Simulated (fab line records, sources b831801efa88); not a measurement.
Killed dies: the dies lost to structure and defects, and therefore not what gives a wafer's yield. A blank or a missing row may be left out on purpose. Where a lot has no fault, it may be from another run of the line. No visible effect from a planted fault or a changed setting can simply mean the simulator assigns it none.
fab line records	flow gf180mcu
[record] lots = 13	wafers = 39	last_day = 34
route steps=602 shown VT_IMPLANT@99 HV_LDD@228 V1@336
lots that met no fault: from a run of the same line without faults
start_h: hours from the record's opening day to when the first of the lot's shown wafers began	wait_h: time in hours since the lot's previous step	" repeats the value in the row above	L1.1+2: a single row standing in for several wafers	- value missing, or start not given	* or withheld: withheld	< > ~ a bound
route shown NAME@n: NAME is a module with steps in the file, n the number in the route of the first one	usual: average and standard deviation across the fault-free wafers	same: alike in all rows	chamber/n: place in a boat	sites: the reading at each site	_std_site: the standard deviation of these	_edge_site: outer sites' mean less inner sites'	radius_mm: how far each site lies from the wafer's centre	mask NAME#n: copy n	behind: the tool/chamber that last shaped the wafer	hold: why the lot went on hold/how many hours it stayed there/how the hold came to an end	device: the n, p or np transistor that did not switch	end of line: the tests these same wafers got at the end of their route	a step without rows: its recipe alone	killed: at the first sort, the dies lost to defects and structure; wafer yield is something else	map: dies across one wafer; x = killed, . = not, _ = none there
set.NAME: the setting that was run; set.NAME@STEP: the one run at that earlier step	model.NAME: the simulator's own value behind a step, which no gauge read
one table for each step of the route and one row for each wafer, over a sample of lots
services: a tool's chamber out of use, with start hour (start_h, from the record's first day; less than 0 if before it), hours out, and reason
[[steps]]
[step GF_VT_IMPLANT_STRIP_09]
[recipe] chemistry = O2/N2	power_w = 1400	pressure_mtorr = 1500	platen_temp_c = 250	o2_flow_sccm = 3000	n2_flow_sccm = 300	overash_fraction = 0.5
[usual] drypump_motor_current_A = 5.7/0.38	heater_power_w = 352/51	oes_product_au = 0.716/0.0045	strip_time_to_endpoint_s = 12.64/0.034
lot.wafer	tool	chamber	start_h	wait_h	drypump_motor_current_A	heater_power_w	oes_product_au	rf_hours_counter_h	strip_time_to_endpoint_s
L344.1	plasma_asher-04	0	113.29	0.1	6.1	367	0.716	31	12.64
L344.3	"	1	"	"	5.6	322	0.714	-	12.61
L344.5	"	1	"	"	5.5	334	0.720	-	12.61
L345.2	plasma_asher-01	0	119.45	0.1	5.0	285	0.720	43	12.62
L345.3	"	0	"	"	5.0	296	0.714	-	12.61
L345.6	"	0	"	"	5.0	299	0.711	-	12.62
L348.1	plasma_asher-02	0	138.79	0.1	6.0	333	0.724	51	12.60
L348.2	"	1	"	"	6.0	437	0.716	51	12.64
L348.5	"	0	"	"	6.0	326	0.718	-	12.63
L349.3	plasma_asher-01	1	141.37	0.1	5.4	314	0.713	-	12.62
L349.5	"	1	"	"	5.4	309	0.720	-	12.67
L349.6	"	0	"	"	5.0	298	0.707	-	12.61
L350.4	plasma_asher-01	1	147.37	0.1	5.4	317	0.714	-	12.63
L350.5	"	0	"	"	4.9	303	0.715	-	12.64
L350.6	"	1	"	"	5.4	309	0.711	-	12.62
L352.2	plasma_asher-01	1	160.44	0.1	5.4	304	0.714	47	12.63
L352.3	"	0	"	"	4.9	296	0.714	-	12.66
L352.6	"	0	"	"	4.9	299	0.719	-	12.64
L355.1	plasma_asher-02	0	178.39	0.1	6.0	327	0.720	56	12.69
L355.4	"	1	"	"	6.0	442	0.718	-	12.69
L355.6	"	1	"	"	6.0	451	0.715	-	12.71
L358.2	plasma_asher-02	0	203.54	0.1	6.0	332	0.725	58	12.68
L358.4	"	1	"	"	6.1	448	0.703	-	12.67
L358.5	"	0	"	"	6.0	320	0.721	-	12.67
L359.2	plasma_asher-04	0	203.59	0.1	6.1	371	0.717	39	12.67
L359.4	"	1	"	"	5.6	316	0.716	-	12.68
L359.6	"	1	"	"	5.6	327	0.715	-	12.67
L363.2	plasma_asher-02	0	235.79	0.1	6.0	326	0.701	62	12.62
L363.3	"	0	"	"	6.0	327	0.712	-	12.59
L363.6	"	1	"	"	6.0	446	0.722	-	12.62
L365.1	plasma_asher-04	1	240.78	0.1	5.6	326	0.722	42	12.67
L365.3	"	0	"	"	6.1	372	0.710	-	12.66
L365.5	"	0	"	"	6.1	381	0.716	-	12.71
L366.1	plasma_asher-04	1	253.79	0.1	5.6	330	0.712	43	12.68
L366.3	"	1	"	"	5.5	326	0.712	-	12.62
L366.5	"	0	"	"	6.1	371	0.720	-	12.69
L367.2	plasma_asher-02	1	256.34	0.1	6.0	434	0.717	64	12.63
L367.3	"	0	"	"	6.0	317	0.712	-	12.58
L367.5	"	0	"	"	6.0	328	0.711	-	12.57
[step GF_VT_IMPLANT_RTA_45]
[recipe] temp_c = 1050	time_s = 30	ambient = N2
[usual] lamp_power_pct = 37.0/1.3	wafer_temp_C_max = 1055.4/2.2
lot.wafer	tool	chamber	start_h	wait_h	lamp_power_pct	wafer_temp_C_max
L344.1	rtp_anneal-02	0	158.20	0.0	38.8	1059.6
L344.3	"	0	"	"	38.8	1056.2
L344.5	"	0	"	"	38.7	1056.2
L345.2	rtp_anneal-02	0	165.58	0.0	38.7	1057.8
L345.3	"	0	"	"	38.8	1058.0
L345.6	"	0	"	"	38.8	1055.8
L348.1	rtp_anneal-01	0	187.45	0.0	36.0	1054.6
L348.2	"	0	"	"	35.9	1054.7
L348.5	"	0	"	"	36.0	1052.7
L349.3	rtp_anneal-01	0	190.75	0.0	36.0	1054.7
L349.5	"	0	"	"	36.0	1055.6
L349.6	"	0	"	"	36.0	1054.2
L350.4	rtp_anneal-01	0	196.56	0.1	36.0	1054.2
L350.5	"	0	"	"	36.0	1053.0
L350.6	"	0	"	"	36.1	1054.3
L352.2	rtp_anneal-02	0	211.52	0.0	38.7	1056.7
L352.3	"	0	"	"	38.8	1061.9
L352.6	"	0	"	"	38.8	1059.6
L355.1	rtp_anneal-02	0	231.20	0.0	38.8	1056.2
L355.4	"	0	"	"	38.8	1058.0
L355.6	"	0	"	"	38.8	1053.9
L358.2	rtp_anneal-02	0	258.56	0.0	38.8	1055.8
L358.4	"	0	"	"	38.8	1058.9
L358.5	"	0	"	"	38.8	1056.7
L359.2	rtp_anneal-01	0	258.81	0.0	36.0	1053.1
L359.4	"	0	"	"	35.9	1054.7
L359.6	"	0	"	"	36.0	1053.9
L363.2	rtp_anneal-01	0	292.91	0.0	36.0	1054.1
L363.3	"	0	"	"	36.0	1053.2
L363.6	"	0	"	"	36.0	1055.4
L365.1	rtp_anneal-01	0	297.59	0.0	36.0	1054.5
L365.3	"	0	"	"	36.0	1054.3
L365.5	"	0	"	"	36.0	1053.2
L366.1	rtp_anneal-01	0	312.95	0.0	36.0	1054.3
L366.3	"	0	"	"	36.0	1054.2
L366.5	"	0	"	"	36.0	1053.8
L367.2	rtp_anneal-01	0	316.02	0.0	36.1	1054.8
L367.3	"	0	"	"	36.1	1053.0
L367.5	"	0	"	"	36.1	1053.2
[step GF_HV_LDD_RTA_52]
[recipe] temp_c = 1000	time_s = 10.41	ambient = N2
[usual] lamp_power_pct = 34.5/1.3	wafer_temp_C_max = 1006.3/2.6
lot.wafer	tool	chamber	start_h	wait_h	lamp_power_pct	wafer_temp_C_max
L344.1	rtp_anneal-01	0	280.82	0.0	33.2	1002.8
L344.3	"	0	"	"	33.2	1003.9
L344.5	"	0	"	"	33.2	1003.7
L345.2	rtp_anneal-02	0	284.04	0.0	35.6	1007.0
L345.3	"	0	"	"	35.7	1009.4
L345.6	"	0	"	"	35.7	1008.5
L348.1	rtp_anneal-02	0	307.68	0.0	35.7	1007.6
L348.2	"	0	"	"	35.7	1009.2
L348.5	"	0	"	"	35.7	1008.1
L349.3	rtp_anneal-02	0	313.05	0.0	28.6	925.3
L349.5	"	0	"	"	28.6	923.5
L349.6	"	0	"	"	28.6	924.3
L350.4	rtp_anneal-02	0	321.51	0.0	28.5	923.5
L350.5	"	0	"	"	28.5	922.8
L350.6	"	0	"	"	28.6	925.6
L352.2	rtp_anneal-02	0	342.58	0.0	28.6	923.4
L352.3	"	0	"	"	28.6	921.3
L352.6	"	0	"	"	28.6	921.3
L355.1	rtp_anneal-01	0	365.01	0.0	33.2	1003.4
L355.4	"	0	"	"	33.1	1003.6
L355.6	"	0	"	"	33.1	1004.0
L359.2	rtp_anneal-02	0	400.13	0.0	35.7	1010.4
L359.4	"	0	"	"	35.7	1009.0
L359.6	"	0	"	"	35.8	1007.1
L358.2	rtp_anneal-01	0	402.17	0.0	33.2	1002.9
L358.4	"	0	"	"	33.1	1003.4
L358.5	"	0	"	"	33.1	1002.2
L363.2	rtp_anneal-01	0	436.09	0.0	33.2	1003.6
L363.3	"	0	"	"	33.2	1004.0
L363.6	"	0	"	"	33.2	1004.4
L365.1	rtp_anneal-01	0	440.37	0.0	33.1	1004.3
L365.3	"	0	"	"	33.1	1003.2
L365.5	"	0	"	"	33.2	1005.2
L366.1	rtp_anneal-02	0	458.37	0.0	35.7	1008.9
L366.3	"	0	"	"	35.7	1007.2
L366.5	"	0	"	"	35.7	1008.3
L367.2	rtp_anneal-02	0	465.83	0.0	35.7	1008.1
L367.3	"	0	"	"	35.7	1008.6
L367.5	"	0	"	"	35.7	1007.1
[step GF_HV_LDD_RS_MEAS_53]
[recipe] thk_meas_gauge = four-point-probe
[usual] HV_LDD_RS = 418.1/0.93
lot.wafer	tool	chamber	start_h	wait_h	hold	HV_LDD_RS[ohm/sq]
L344.1	film_metro-02	-	280.89	0.1	-	417.1
L344.3	"	-	"	"	-	416.5
L344.5	"	-	"	"	-	418.1
L345.2	film_metro-02	-	284.12	0.1	-	418.4
L345.3	"	-	"	"	-	418.4
L345.6	"	-	"	"	-	417.1
L348.1	film_metro-04	-	307.74	0.1	-	418.9
L348.2	"	-	"	"	-	419.1
L348.5	"	-	"	"	-	419.9
L349.3	film_metro-02	-	313.13	0.1	-	414.4
L349.5	"	-	"	"	-	416.1
L349.6	"	-	"	"	-	416.3
L350.4	film_metro-02	-	321.63	0.1	await_dispo/0.2h/release	415.1
L350.5	"	-	"	"	await_dispo/0.2h/release	414.5
L350.6	"	-	"	"	await_dispo/0.2h/release	414.6
L350.4	film_metro-02	-	321.91	0.3	-	415.5
L350.5	"	-	"	"	-	414.3
L350.6	"	-	"	"	-	415.5
L352.2	film_metro-04	-	342.66	0.1	-	414.8
L352.3	"	-	"	"	-	415.1
L352.6	"	-	"	"	-	414.9
L355.1	film_metro-04	-	365.08	0.1	-	418.4
L355.4	"	-	"	"	-	417.3
L355.6	"	-	"	"	-	418.6
L359.2	film_metro-04	-	400.21	0.1	-	419.8
L359.4	"	-	"	"	-	419.8
L359.6	"	-	"	"	-	418.4
L358.2	film_metro-04	-	402.25	0.1	-	418.5
L358.4	"	-	"	"	-	418.5
L358.5	"	-	"	"	-	418.7
L363.2	film_metro-04	-	436.17	0.1	-	418.5
L363.3	"	-	"	"	-	418.0
L363.6	"	-	"	"	-	417.4
L365.1	film_metro-01	-	440.43	0.1	-	417.2
L365.3	"	-	"	"	-	417.4
L365.5	"	-	"	"	-	417.9
L366.1	film_metro-04	-	458.43	0.1	-	416.9
L366.3	"	-	"	"	-	415.8
L366.5	"	-	"	"	-	418.4
L367.2	film_metro-01	-	465.91	0.1	-	418.6
L367.3	"	-	"	"	-	418.6
L367.5	"	-	"	"	-	417.9
[step GF_V1_THK_MEAS_01]
[recipe] reads = SiO2_of_V1_CVD_00
[usual] V1_CVD_00_THK = 603/5.6
lot.wafer	tool	chamber	start_h	wait_h	V1_CVD_00_THK[nm]
L344.1	film_metro-01	-	395.78	0.0	593
L344.3	"	-	"	"	598
L344.5	"	-	"	"	595
L345.2	film_metro-01	-	400.13	0.0	598
L345.3	"	-	"	"	599
L345.6	"	-	"	"	610
L348.1	film_metro-03	-	426.08	0.0	604
L348.2	"	-	"	"	601
L348.5	"	-	"	"	603
L349.3	film_metro-03	-	433.25	0.1	604
L349.5	"	-	"	"	609
L349.6	"	-	"	"	601
L350.4	film_metro-01	-	445.11	0.0	606
L350.5	"	-	"	"	606
L350.6	"	-	"	"	595
L352.2	film_metro-02	-	467.37	0.0	604
L352.3	"	-	"	"	609
L352.6	"	-	"	"	605
L355.1	film_metro-03	-	491.97	0.0	601
L355.4	"	-	"	"	608
L355.6	"	-	"	"	601
L359.2	film_metro-03	-	527.29	0.0	612
L359.4	"	-	"	"	606
L359.6	"	-	"	"	603
L358.2	film_metro-03	-	528.32	0.0	609
L358.4	"	-	"	"	605
L358.5	"	-	"	"	605
L363.2	film_metro-03	-	563.90	0.0	604
L363.3	"	-	"	"	608
L363.6	"	-	"	"	602
L365.1	film_metro-01	-	565.46	0.0	602
L365.3	"	-	"	"	603
L365.5	"	-	"	"	607
L366.1	film_metro-02	-	579.59	0.0	604
L366.3	"	-	"	"	608
L366.5	"	-	"	"	602
L367.2	film_metro-02	-	588.00	0.0	609
L367.3	"	-	"	"	604
L367.5	"	-	"	"	614
[[services]]
tool	chamber	start_h	hours	kind
plasma_asher-04	-	139.99	14.6	pm
rtp_anneal-02	-	180.15	8.3	pm
plasma_asher-01	-	246.54	2.0	repair
plasma_asher-04	-	263.81	2.8	pm
plasma_asher-02	-	271.79	1.5	repair
plasma_asher-04	-	338.57	2.6	repair
plasma_asher-02	-	421.25	9.0	pm
plasma_asher-02	0	421.25	9.0	vent_cycle
plasma_asher-02	1	421.25	9.0	vent_cycle
plasma_asher-02	0	430.25	-	clean
plasma_asher-02	1	430.25	-	clean
[[key]]
[first_sign] step = GF_HV_LDD_RTA_52	reading = wafer_temp_C_max	direction = down	sigmas = 32	usual = *	struck = *
[effect] step = GF_HV_LDD_RTA_52	reading = lamp_power_pct	direction = down	sigmas = 4.7	usual = 34.5	struck = 28.6
[effect] step = GF_HV_LDD_RS_MEAS_53	reading = HV_LDD_RS	direction = down	sigmas = 3.3	usual = 418.1	struck = 415.1
met_at GF_HV_LDD_RTA_52
struck_lots L349,L350,L352
tester_left_out L349,L350,L352
not_acting_at GF_VT_IMPLANT_STRIP_09,GF_VT_IMPLANT_RTA_45,GF_V1_THK_MEAS_01
onset_between 307.68 313.05
[fault] kind = process_parameter_drift	tool = rtp_anneal-02	chamber = -	onset_h = 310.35	steps = GF_HV_LDD_RTA_52	channel = temp_c	offset = *	shape = step	end_h = 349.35	acts_in = *	stated = *
// tester_left_out: of these lots the tester's yield and bins aren't shown, on N5 and GAA mostly nor the transistor test; their killed dies are dies lost to structure and defects alone, not to doping, threshold or leakage, so they don't give the yield
